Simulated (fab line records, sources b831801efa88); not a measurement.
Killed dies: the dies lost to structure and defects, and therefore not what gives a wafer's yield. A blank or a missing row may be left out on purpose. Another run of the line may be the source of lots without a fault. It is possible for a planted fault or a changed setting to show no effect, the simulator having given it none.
fab line records	flow sky130
[record] lots = 6	wafers = 18	lastDay = 50
route steps=708 shown VIA1@474 METAL2@483 PAD_OPEN@708
lots that met no fault: from a run of the same line without faults
startH: hours from the record's opening day to when the first of the lot's shown wafers began	waitH: how many hours have passed since the lot's step before this one	" same as the row above	L1.1+2: a single row standing in for several wafers	- no value present, or no start provided	* or withheld: withheld	< > ~ a bound
route shown NAME@n: names a module that has steps shown in the file, with the first one's number in the route	usual: mean/standard deviation taken from wafers without a fault	same: alike in all rows	chamber/n: place in a boat	sites: each site's reading	_std_site: how widely they spread, as a standard deviation	_edge_site: outer sites' mean less inner sites'	radiusMm: for every site, how far away it sits from the centre of the wafer	mask NAME#n: copy n	behind: the most recent tool/chamber to have shaped the wafer	hold: why the lot went on hold/how many hours it stayed there/how the hold came to an end	device: names the non-switching transistor (n, p or np)	end of line: the same wafers' tests at the end of the route	a step given without rows: its recipe and nothing more	killed: not the wafer's yield, but the dies lost to structure and defects at the first sort	map: dies across one wafer; x = killed, . = not, _ = none there
set.NAME: the setting that was run; set.NAME@STEP: the one run at that earlier step	model.NAME: the simulator's own value behind a step, which no gauge read
certain route steps with their lots: each step a table, each wafer a row
services: a tool's chamber out of use, with start hour (startH, from the record's first day; less than 0 if before it), hours out, and reason
[[steps]]
[step SKY_VIA1_STRIP_16]
[recipe] chemistry = O2/N2	powerW = 1400	pressureMtorr = 1500	platenTempC = withheld	o2FlowSccm = 3000	n2FlowSccm = 300	overashFraction = 0.5
[usual] drypumpMotorCurrentA = 5.86/0.25	oesProductAu = 0.415/0.0047	stripTimeToEndpointS = 4.449/0.022
lot.wafer	tool	chamber	startH	waitH	drypumpMotorCurrentA	oesProductAu	rfHoursCounterH	stripTimeToEndpointS
L960.1	plasmaAsher-02	1	829.74	0.0	6.40	0.417	9	4.462
L960.4	"	1	"	"	6.36	0.420	-	4.455
L960.6	"	0	"	"	5.61	0.422	-	4.448
L962.2	plasmaAsher-04	1	857.97	0.0	5.77	0.417	71	4.463
L962.3	"	0	"	"	5.76	0.411	-	4.465
L962.4	"	1	"	"	5.80	0.411	-	4.433
L971.3	plasmaAsher-04	0	911.13	0.1	5.75	0.414	-	4.476
L971.4	"	1	"	"	5.79	0.415	-	4.424
L971.6	"	1	"	"	5.73	0.412	-	4.444
L972.4	plasmaAsher-04	1	921.68	0.1	5.79	0.416	-	4.475
L972.5	"	0	"	"	5.76	0.421	-	4.486
L972.6	"	1	"	"	5.78	0.412	-	4.459
L975.1	plasmaAsher-01	1	938.03	0.0	5.91	0.414	49	4.471
L975.5	"	1	"	"	5.90	0.413	-	4.456
L975.6	"	0	"	"	6.12	0.410	-	4.482
L978.2	plasmaAsher-04	1	958.18	0.0	5.74	0.414	81	4.480
L978.3	"	1	"	"	5.75	0.410	-	4.472
L978.4	"	0	"	"	5.77	0.417	-	4.470
[step SKY_VIA1_STRIP_17]
[recipe] chemistry = postEtchResidueRemover	timeS = 1200	tempC = 72.5
[step SKY_VIA1_CLEAN_18]
[recipe] chemistry = IPA	timeS = 180	tempC = 25
[step SKY_VIA1_CLEAN_19]
[recipe] chemistry = O3/DIW	dry = n2Spin
[step SKY_VIA1_SPUTTER_20]
[recipe] material = TiN	targetThkNm = 20	chamberPressurePa = 5	powerW = 4000	timeS = 80
[step SKY_VIA1_CVD_21]
[recipe] material = W	targetThkNm = 270	timeS = 80.902	tempC = 400	pressureTorr = 40
[usual] heaterPowerW = 813/100	susceptorTempC = 399.99/0.22
lot.wafer	tool	chamber	startH	waitH	heaterPowerW	susceptorTempC
L960.1	cvdW-02	1	830.39	0.0	849	400.12
L960.4	"	1	"	"	821	400.12
L960.6	"	0	"	"	647	400.38
L962.2	cvdW-01	0	858.68	0.0	846	400.13
L962.3	"	0	"	"	796	400.01
L962.4	"	1	"	"	968	400.02
L971.3	cvdW-01	0	911.81	0.1	825	400.00
L971.4	"	0	"	"	846	400.21
L971.6	"	0	"	"	822	400.36
L972.4	cvdW-02	1	922.36	0.1	820	400.10
L972.5	"	1	"	"	812	400.11
L972.6	"	0	"	"	708	399.89
L975.1	cvdW-02	1	938.68	0.0	796	400.25
L975.5	"	1	"	"	811	400.10
L975.6	"	0	"	"	710	400.11
L978.2	cvdW-02	0	958.96	0.0	688	400.09
L978.3	"	0	"	"	688	400.51
L978.4	"	1	"	"	809	400.45
[step SKY_VIA1_RS_MEAS_22]
[recipe] thkMeasGauge = four-point-probe	reads = W_of_VIA1_CVD_21+TiN_of_VIA1_SPUTTER_20
[usual] VIA1_W_RS = 0.428/0.0038
lot.wafer	tool	chamber	startH	waitH	VIA1_W_RS[ohm/sq]
L960.1	filmMetro-02	-	830.49	0.1	0.433
L960.4	"	-	"	"	0.432
L960.6	"	-	"	"	0.430
L962.2	filmMetro-01	-	858.79	0.1	0.432
L962.3	"	-	"	"	0.434
L962.4	"	-	"	"	0.428
L971.3	filmMetro-02	-	911.97	0.1	0.425
L971.4	"	-	"	"	0.431
L971.6	"	-	"	"	0.426
L972.4	filmMetro-01	-	922.49	0.1	0.425
L972.5	"	-	"	"	0.429
L972.6	"	-	"	"	0.423
L975.1	filmMetro-04	-	938.77	0.1	0.427
L975.5	"	-	"	"	0.431
L975.6	"	-	"	"	0.427
L978.2	filmMetro-02	-	959.07	0.1	0.426
L978.3	"	-	"	"	0.425
L978.4	"	-	"	"	0.426
[step SKY_VIA1_THK_MEAS_23]
[recipe] thkMeasGauge = xrf	reads = W_of_VIA1_CVD_21
[usual] VIA1_W_THK = 269.6/2.9
lot.wafer	tool	chamber	startH	waitH	VIA1_W_THK[nm]
L960.1	filmMetro-02	-	830.61	0.1	266.5
L960.4	"	-	"	"	267.2
L960.6	"	-	"	"	269.7
L962.2	filmMetro-01	-	858.90	0.1	266.7
L962.3	"	-	"	"	265.3
L962.4	"	-	"	"	269.6
L971.3	filmMetro-02	-	912.07	0.1	272.5
L971.4	"	-	"	"	269.3
L971.6	"	-	"	"	271.2
L972.4	filmMetro-01	-	922.58	0.1	270.7
L972.5	"	-	"	"	270.1
L972.6	"	-	"	"	272.9
L975.1	filmMetro-04	-	938.89	0.1	270.0
L975.5	"	-	"	"	267.6
L975.6	"	-	"	"	270.4
L978.2	filmMetro-02	-	959.18	0.1	272.0
L978.3	"	-	"	"	272.9
L978.4	"	-	"	"	272.2
[step SKY_VIA1_CMP_24]
[recipe] stopOn = SiO2	tOverpolishS = 15	downForcePsi = 3.5	platenRpm = 60	targetThkNm = 0	padVelocityMS = 0.94248
[step SKY_METAL2_SPUTTER_00]
[recipe] material = Ti	targetThkNm = 15	powerW = 3000	timeS = 10	chamberPressurePa = 0.4
[usual] chamberPressurePa = 0.4000/0.00081	throttleValvePct = 29.8/0.88
lot.wafer	tool	chamber	startH	waitH	chamberPressurePa	throttleValvePct
L960.1	pvdSputter-01	-	830.97	0.1	0.3988	28.4
L960.4	"	-	"	"	0.3994	30.1
L960.6	"	-	"	"	0.3990	28.4
L962.2	pvdSputter-01	-	859.25	0.2	0.3992	30.1
L962.3	"	-	"	"	0.3995	28.3
L962.4	"	-	"	"	0.4006	29.8
L971.3	pvdSputter-01	-	912.41	0.2	0.4012	28.4
L971.4	"	-	"	"	0.4009	29.3
L971.6	"	-	"	"	0.3996	29.7
L972.4	pvdSputter-02	-	923.26	0.2	0.3990	31.4
L972.5	"	-	"	"	0.3997	32.1
L972.6	"	-	"	"	0.4010	30.6
L975.1	pvdSputter-01	-	939.25	0.1	0.4000	30.3
L975.5	"	-	"	"	0.3990	30.0
L975.6	"	-	"	"	0.4003	29.3
L978.2	pvdSputter-04	-	959.66	0.1	0.4009	29.2
L978.3	"	-	"	"	0.4002	30.4
L978.4	"	-	"	"	0.3999	30.0
[step SKY_METAL2_SPUTTER_01]
[recipe] material = TiN	targetThkNm = 20	powerW = 6500	timeS = 16.7	chamberPressurePa = 0.4
[step SKY_METAL2_SPUTTER_02]
[recipe] material = AlCu	targetThkNm = 250	powerW = 10600	timeS = 13.3	chamberPressurePa = 0.4
[usual] chamberPressurePa = 0.4000/0.00078	throttleValvePct = 29.8/0.9
lot.wafer	tool	chamber	startH	waitH	chamberPressurePa	throttleValvePct
L960.1	pvdSputter-01	-	831.02	0.0	0.3995	28.3
L960.4	"	-	"	"	0.3997	30.1
L960.6	"	-	"	"	0.3989	28.1
L962.2	pvdSputter-01	-	859.30	0.0	0.3998	30.4
L962.3	"	-	"	"	0.4011	28.2
L962.4	"	-	"	"	0.3989	29.9
L971.3	pvdSputter-01	-	912.46	0.0	0.3996	28.6
L971.4	"	-	"	"	0.4001	28.8
L971.6	"	-	"	"	0.3998	29.9
L972.4	pvdSputter-02	-	923.31	0.0	0.3991	31.2
L972.5	"	-	"	"	0.3994	32.4
L972.6	"	-	"	"	0.4009	30.4
L975.1	pvdSputter-01	-	939.30	0.0	0.4000	30.5
L975.5	"	-	"	"	0.3996	30.1
L975.6	"	-	"	"	0.4000	29.0
L978.2	pvdSputter-04	-	959.71	0.0	0.3993	29.2
L978.3	"	-	"	"	0.4010	30.2
L978.4	"	-	"	"	0.3995	29.8
[step SKY_METAL2_SPUTTER_03]
[recipe] material = Ti	targetThkNm = 5	powerW = 3000	timeS = 3.3	chamberPressurePa = 0.4
[usual] chamberPressurePa = 0.3999/0.00074	throttleValvePct = 29.9/0.89
lot.wafer	tool	chamber	startH	waitH	chamberPressurePa	throttleValvePct
L960.1	pvdSputter-01	-	831.04	0.0	0.4005	28.3
L960.4	"	-	"	"	0.3999	29.9
L960.6	"	-	"	"	0.3986	28.6
L962.2	pvdSputter-01	-	859.32	0.0	0.3995	30.3
L962.3	"	-	"	"	0.4010	28.3
L962.4	"	-	"	"	0.3992	30.0
L971.3	pvdSputter-01	-	912.48	0.0	0.3431	30.6
L971.4	"	-	"	"	0.3420	31.5
L971.6	"	-	"	"	0.3433	32.3
L972.4	pvdSputter-02	-	923.33	0.0	0.3994	31.2
L972.5	"	-	"	"	0.3996	32.4
L972.6	"	-	"	"	0.3990	30.4
L975.1	pvdSputter-01	-	939.32	0.0	0.3429	33.0
L975.5	"	-	"	"	0.3416	32.4
L975.6	"	-	"	"	0.3415	31.3
L978.2	pvdSputter-04	-	959.73	0.0	0.3992	29.5
L978.3	"	-	"	"	0.4005	30.5
L978.4	"	-	"	"	0.3990	29.9
[step SKY_METAL2_SPUTTER_04]
[recipe] material = TiN	targetThkNm = 70	powerW = 6500	timeS = 58.3	chamberPressurePa = 0.4
[usual] chamberPressurePa = 0.4001/0.0007	throttleValvePct = 29.9/0.89
lot.wafer	tool	chamber	startH	waitH	chamberPressurePa	throttleValvePct
L960.1	pvdSputter-01	-	831.06	0.0	0.3995	28.5
L960.4	"	-	"	"	0.3997	30.0
L960.6	"	-	"	"	0.4005	28.5
L962.2	pvdSputter-01	-	859.34	0.0	0.4007	30.3
L962.3	"	-	"	"	0.4007	28.3
L962.4	"	-	"	"	0.4008	30.2
L971.3	pvdSputter-01	-	912.50	0.0	0.4009	28.5
L971.4	"	-	"	"	0.3998	29.1
L971.6	"	-	"	"	0.3999	30.0
L972.4	pvdSputter-02	-	923.35	0.0	0.3987	31.4
L972.5	"	-	"	"	0.4002	32.4
L972.6	"	-	"	"	0.3993	30.5
L975.1	pvdSputter-01	-	939.34	0.0	0.3998	30.3
L975.5	"	-	"	"	0.3996	30.1
L975.6	"	-	"	"	0.4001	29.4
L978.2	pvdSputter-04	-	959.75	0.0	0.3999	28.9
L978.3	"	-	"	"	0.4000	30.6
L978.4	"	-	"	"	0.4004	29.6
[step SKY_PAD_OPEN_PROBE_99]
[usual] defectLimitedYield = 82.2/2.1	killed_at_M0_to_M3 = 43/8	killed_at_M4_up = 2.9/1.6	killedAtContacts = 26/5.2	killedAtFrontEnd = 15/4.3	killedAtOther = 0.3/0.56	killedDies = 87/10	killedOpen = 48/6.9	killedShort = 40/6.5	sort_bin_3_pad_short = 0.9/0.36	sort_bin_5_function = 10.5/1.5	sort_bin_6_memory = 6.4/1.3	sortNPass = 405/10	sortYieldPct = 82.2/2.1
[same] grossDies = 492	killedAtBackSide = 0	sort_bin_4_leakage[%] = 0	sort_bin_8_speed[%] = 0
lot.wafer	tool	chamber	startH	waitH	defectLimitedYield[%]	killed_at_M0_to_M3	killed_at_M4_up	killedAtContacts	killedAtFrontEnd	killedAtOther	killedDies	killedOpen	killedShort	sort_bin_3_pad_short[%]	sort_bin_5_function[%]	sort_bin_6_memory[%]	sortNPass	sortYieldPct[%]
L960.1	prober-01	-	1106.21	0.1	82.7	41	2	23	19	0	85	40	45	1.2	9.8	6.3	407	82.7
L960.4	prober-01	-	1106.36	0.2	77.4	67	2	24	18	0	111	64	47	0.8	13.6	8.1	381	77.4
L960.6	prober-01	-	1106.46	0.2	86.6	33	1	23	9	0	66	38	28	0.4	9.6	3.5	426	86.6
L962.2	prober-02	-	1127.16	0.1	81.9	40	1	24	24	0	89	47	42	1.6	10.4	6.1	403	81.9
L962.3	prober-02	-	1127.21	0.2	79.5	40	4	32	25	0	101	57	44	0.8	11.4	8.3	391	79.5
L962.4	prober-02	-	1127.26	0.2	80.3	45	2	24	25	1	97	51	46	1.4	11.6	6.7	395	80.3
L971.3	prober-01	-	1164.85	0.2	80.7	49	2	22	22	0	95	47	48	1.0	12.6	5.7	397	80.7
L971.4	prober-01	-	1164.90	0.2	83.1	44	2	22	15	0	83	51	32	1.0	10.0	5.9	409	83.1
L971.6	prober-01	-	1165.00	0.2	82.9	40	5	30	9	0	84	45	39	0.8	10.4	5.9	408	82.9
L972.4	prober-02	-	1171.77	0.2	81.9	44	5	26	14	0	89	47	42	0.6	10.8	6.7	403	81.9
L972.5	prober-02	-	1171.82	0.2	81.5	45	3	24	18	1	91	50	41	1.0	11.8	5.7	401	81.5
L972.6	prober-02	-	1171.87	0.2	80.5	53	5	24	14	0	96	49	47	1.0	12.0	6.5	396	80.5
L975.1	prober-01	-	1182.68	0.1	81.5	44	3	20	24	0	91	49	42	1.0	12.0	5.5	401	81.5
L975.5	prober-01	-	1182.88	0.2	80.9	54	7	23	10	0	94	50	44	1.6	10.0	7.5	398	80.9
L975.6	prober-01	-	1182.93	0.2	85.0	37	2	18	17	0	74	37	37	1.2	7.1	6.7	418	85.0
L978.2	prober-02	-	1197.96	0.1	84.6	27	5	26	18	0	76	41	35	1.0	8.9	5.5	416	84.6
L978.3	prober-02	-	1198.01	0.2	82.7	45	5	21	14	0	85	47	38	1.2	9.8	6.3	407	82.7
L978.4	prober-02	-	1198.06	0.2	79.9	51	3	30	15	0	99	55	44	0.8	12.4	6.9	393	79.9
// killed by level:class
L960.1 CONTACT:geometricParticle:open=11 FIELD_ISO:geometricParticle:short=8 VIA2:geometricParticle:open=7 VIA2:geometricParticle:short=6 VIA3:geometricParticle:short=5 VIA1:geometricParticle:open=5 CONTACT:geometricParticle:short=4 METAL3:geometricParticle:short=4
L960.4 VIA1:geometricParticle:open=16 VIA2:geometricParticle:open=11 CONTACT:geometricParticle:open=8 METAL1:geometricParticle:short=7 LOCAL_INTERCONNECT:geometricParticle:short=6 METAL2:geometricParticle:short=6 LI_CONTACT:geometricParticle:open=5 POLY_GATE:geometricParticle:open=5
L960.6 VIA1:geometricParticle:open=9 CONTACT:geometricParticle:open=8 LI_CONTACT:geometricParticle:open=7 METAL1:geometricParticle:short=6 LOCAL_INTERCONNECT:geometricParticle:short=4 METAL2:geometricParticle:short=4 VIA3:geometricParticle:open=4 FIELD_ISO:geometricParticle:open=3
L962.2 FIELD_ISO:geometricParticle:open=12 VIA2:geometricParticle:open=7 CONTACT:geometricParticle:short=7 VIA3:geometricParticle:open=7 VIA1:geometricParticle:open=6 LI_CONTACT:geometricParticle:short=6 CONTACT:geometricParticle:open=6 VIA1:geometricParticle:short=6
L962.3 VIA1:geometricParticle:open=10 CONTACT:geometricParticle:open=10 VIA3:geometricParticle:open=9 FIELD_ISO:geometricParticle:short=7 LOCAL_INTERCONNECT:geometricParticle:short=7 VIA2:geometricParticle:open=7 POLY_GATE:geometricParticle:short=6 LI_CONTACT:geometricParticle:open=6
L962.4 VIA1:geometricParticle:open=10 VIA3:geometricParticle:open=9 FIELD_ISO:geometricParticle:short=8 VIA1:geometricParticle:short=8 CONTACT:geometricParticle:open=8 FIELD_ISO:geometricParticle:open=7 LI_CONTACT:geometricParticle:open=7 POLY_GATE:geometricParticle:short=5
L971.3 VIA1:geometricParticle:open=12 METAL1:geometricParticle:short=10 CONTACT:geometricParticle:open=8 VIA1:geometricParticle:short=7 VIA2:geometricParticle:open=7 POLY_GATE:geometricParticle:short=6 LI_CONTACT:geometricParticle:open=6 FIELD_ISO:geometricParticle:short=5
L971.4 VIA1:geometricParticle:open=12 CONTACT:geometricParticle:open=12 VIA2:geometricParticle:open=7 FIELD_ISO:geometricParticle:open=6 VIA1:geometricParticle:short=6 LI_CONTACT:geometricParticle:open=5 METAL2:geometricParticle:short=5 VIA3:geometricParticle:open=4
L971.6 CONTACT:geometricParticle:open=15 VIA1:geometricParticle:open=8 LI_CONTACT:geometricParticle:open=7 VIA1:geometricParticle:short=7 VIA2:geometricParticle:open=6 METAL2:geometricParticle:short=5 METAL1:geometricParticle:short=4 CONTACT:geometricParticle:short=4
L972.4 CONTACT:geometricParticle:open=10 VIA1:geometricParticle:open=9 METAL1:geometricParticle:short=7 VIA3:geometricParticle:open=7 VIA1:geometricParticle:short=6 LI_CONTACT:geometricParticle:open=5 CONTACT:geometricParticle:short=5 METAL2:geometricParticle:short=5
L972.5 VIA2:geometricParticle:open=10 VIA1:geometricParticle:open=9 CONTACT:geometricParticle:open=8 METAL1:geometricParticle:short=8 VIA3:geometricParticle:open=7 LOCAL_INTERCONNECT:geometricParticle:short=6 LI_CONTACT:geometricParticle:open=5 POLY_GATE:geometricParticle:open=4
L972.6 CONTACT:geometricParticle:open=12 LI_CONTACT:geometricParticle:open=7 VIA1:geometricParticle:open=7 VIA3:geometricParticle:short=7 METAL1:geometricParticle:short=7 VIA2:geometricParticle:open=7 VIA1:geometricParticle:short=6 POLY_GATE:geometricParticle:short=5
L975.1 POLY_GATE:geometricParticle:short=10 VIA1:geometricParticle:open=9 VIA1:geometricParticle:short=8 CONTACT:geometricParticle:open=7 VIA2:geometricParticle:open=7 FIELD_ISO:geometricParticle:open=6 LI_CONTACT:geometricParticle:open=5 VIA3:geometricParticle:open=5
L975.5 VIA1:geometricParticle:open=15 CONTACT:geometricParticle:open=13 VIA2:geometricParticle:open=9 METAL2:geometricParticle:short=7 CONTACT:geometricParticle:short=6 VIA3:geometricParticle:open=6 METAL4:geometricParticle:short=5 VIA1:geometricParticle:short=5
L975.6 VIA1:geometricParticle:open=12 CONTACT:geometricParticle:open=7 METAL1:geometricParticle:short=7 FIELD_ISO:geometricParticle:short=6 FIELD_ISO:geometricParticle:open=5 POLY_GATE:geometricParticle:short=4 LOCAL_INTERCONNECT:geometricParticle:short=4 VIA2:geometricParticle:open=4
L978.2 VIA1:geometricParticle:open=11 LI_CONTACT:geometricParticle:open=7 FIELD_ISO:geometricParticle:open=6 LOCAL_INTERCONNECT:geometricParticle:short=6 CONTACT:geometricParticle:open=6 FIELD_ISO:geometricParticle:short=5 CONTACT:geometricParticle:short=5 METAL1:geometricParticle:short=4
L978.3 LI_CONTACT:geometricParticle:open=10 VIA1:geometricParticle:open=8 VIA1:geometricParticle:short=7 VIA3:geometricParticle:open=6 CONTACT:geometricParticle:short=5 METAL1:geometricParticle:short=5 VIA2:geometricParticle:open=5 METAL2:geometricParticle:short=5
L978.4 VIA1:geometricParticle:open=14 CONTACT:geometricParticle:open=10 LI_CONTACT:geometricParticle:open=9 METAL1:geometricParticle:short=7 METAL2:geometricParticle:short=6 VIA2:geometricParticle:open=6 FIELD_ISO:geometricParticle:short=5 CONTACT:geometricParticle:short=5
[[services]]
tool	chamber	startH	hours	kind
plasmaAsher-01	-	827.25	6.1	repair
cvdW-01	0	834.06	8.0	repair
plasmaAsher-04	-	847.99	2.8	pm
pvdSputter-04	-	849.85	2.1	repair
cvdW-02	1	856.37	4.1	repair
cvdW-02	0	872.98	7.2	repair
plasmaAsher-01	-	877.75	2.8	pm
cvdW-01	1	901.89	25.6	repair
cvdW-02	-	904.00	14.0	pm
cvdW-02	0	904.00	14.0	ventCycle
cvdW-02	1	904.00	14.0	ventCycle
plasmaAsher-01	-	911.88	0.8	repair
plasmaAsher-01	-	914.94	16.5	repair
plasmaAsher-01	-	917.33	0.3	repair
cvdW-02	0	918.00	-	clean
cvdW-02	1	918.00	-	clean
pvdSputter-02	-	941.63	1.3	repair
cvdW-01	-	955.62	6.9	pm
[[key]]
[firstSign] step = SKY_METAL2_SPUTTER_03	reading = chamberPressurePa	direction = down	sigmas = 77	usual = 0.3999	struck = 0.3424
[effect] step = SKY_METAL2_SPUTTER_03	reading = throttleValvePct	direction = up	sigmas = 2.3	usual = 29.9	struck = 31.9
metAt SKY_METAL2_SPUTTER_03
struckWafers L971.3,L971.4,L971.6,L975.1,L975.5,L975.6
onsetBetween 859.32 912.48
[fault] kind = processParameterDrift	tool = pvdSputter-01	chamber = -	onsetH = 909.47	steps = SKY_METAL2_SPUTTER_03	channel = chamberPressurePa	offset = -0.057627	shape = step	endH = 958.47	actsIn = theseRecipesOnly	stated = 0.4
